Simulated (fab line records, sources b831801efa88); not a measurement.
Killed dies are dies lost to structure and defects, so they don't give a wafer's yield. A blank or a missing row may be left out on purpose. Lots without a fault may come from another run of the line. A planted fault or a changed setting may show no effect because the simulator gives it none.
Chamber matching | flow sky130 | SKY_CONTACT_CMP_27 on cmp-01: 4 sister chambers
The step polishes, stops on SiO2, t overpolish 15 s, target thk 0 nm. 30 wafers are shown with their chamber, then 12 later ones without.

WAFERS WITH THEIR CHAMBER
wafer  | chamber | motor_current_A (A) | time_to_endpoint_s (s) | platen_rpm (rpm)
L074.2 | 3       | 10.1                | 85                     | 59.98
L074.4 | 0       | 10.8                | 94                     | 60.01
L074.6 | 3       | 10.4                | 87                     | 59.99
L075.3 | 0       | 10.3                | 82                     | 60.00
L075.4 | 2       | 12.4                | 79                     | 60.03
L075.5 | 0       | 10.4                | 85                     | 60.03
L078.1 | 2       | 12.1                | 79                     | 60.02
L078.5 | 2       | 12.9                | 79                     | 59.99
L078.6 | 3       | 10.0                | 79                     | 59.97
L081.2 | 1       | 11.7                | 86                     | 59.98
L081.5 | 1       | 12.3                | 84                     | 59.97
L081.6 | 0       | 10.5                | 89                     | 60.01
L082.1 | 2       | 12.2                | 77                     | 60.00
L082.2 | 0       | 10.7                | 86                     | 60.05
L082.5 | 3       | 10.2                | 76                     | 59.98
L084.1 | 2       | 12.3                | 84                     | 60.02
L084.4 | 0       | 11.0                | 90                     | 60.05
L084.5 | 1       | 12.5                | 89                     | 59.95
L085.4 | 3       | 10.2                | 86                     | 60.01
L085.5 | 2       | 12.5                | 88                     | 60.01
L085.6 | 1       | 11.5                | 89                     | 59.99
L087.1 | 1       | 11.5                | 84                     | 60.03
L087.3 | 2       | 13.3                | 85                     | 60.01
L087.6 | 3       | 10.0                | 83                     | 60.00
L088.3 | 1       | 12.2                | 84                     | 59.91
L088.5 | 3       | 10.6                | 81                     | 60.01
L088.6 | 0       | 10.3                | 85                     | 59.96
L089.1 | 1       | 12.0                | 85                     | 59.98
L089.2 | 0       | 10.8                | 89                     | 59.94
L089.4 | 3       | 9.7                 | 82                     | 60.04

SIGNATURES (means of the wafers above)
reading            | chamber 0 | chamber 1 | chamber 2 | chamber 3 | scatter within a chamber
motor_current_A    | 10.600    | 11.957    | 12.529    | 10.150    | 0.343
time_to_endpoint_s | 87.50     | 85.86     | 81.57     | 82.38     | 3.53
platen_rpm         | 60.0063   | 59.9729   | 60.0114   | 59.9975   | 0.0302
Rule: a wafer's distance from a chamber is the root of the sum, over the readings, of the square of ((its reading less the chamber's mean) divided by the reading's scatter). The wafer belongs to the nearest chamber; if the next one is less than 2 further off, it can't be placed. The scatter: the root of (the sum of the squares of (reading less its chamber's mean) over the shown wafers, divided by (wafers less chambers)).

WAFERS WITHOUT THEIR CHAMBER
wafer  | motor_current_A (A) | time_to_endpoint_s (s) | platen_rpm (rpm)
L091.4 | 10.4                | 80                     | 60.01
L091.5 | 13.1                | 83                     | 60.01
L091.6 | 10.8                | 80                     | 60.08
L093.1 | 10.2                | 82                     | 60.00
L093.2 | 10.8                | 88                     | 59.95
L093.6 | 12.4                | 83                     | 60.01
L095.1 | 10.7                | 85                     | 60.05
L095.2 | 12.5                | 90                     | 59.99
L095.3 | 11.4                | 93                     | 60.00
L097.2 | 12.7                | 83                     | 60.01
L097.5 | 12.5                | 85                     | 60.02
L097.6 | 12.7                | 86                     | 59.99

WHICH CHAMBER EACH WENT THROUGH
wafer  | from the rows above               | in truth
L091.4 | can't be placed: 3 or 0           | 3
L091.5 | can't be placed: 2 or 1           | 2
L091.6 | can't be placed: 0 or 3 or 1      | 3
L093.1 | can't be placed: 3 or 0           | 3
L093.2 | can't be placed: 0 or 3 or 1      | 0
L093.6 | can't be placed: 2 or 1           | 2
L095.1 | can't be placed: 0 or 3           | 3
L095.2 | can't be placed: 1 or 2           | 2
L095.3 | can't be placed: 1 or 0 or 2 or 3 | 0
L097.2 | can't be placed: 2 or 1           | 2
L097.5 | can't be placed: 2 or 1           | 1
L097.6 | can't be placed: 2 or 1           | 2
Placed correctly: 0 of 12. Can't be placed from these rows: 12 (the true chamber is among the candidates in 12). Placed wrongly: 0.
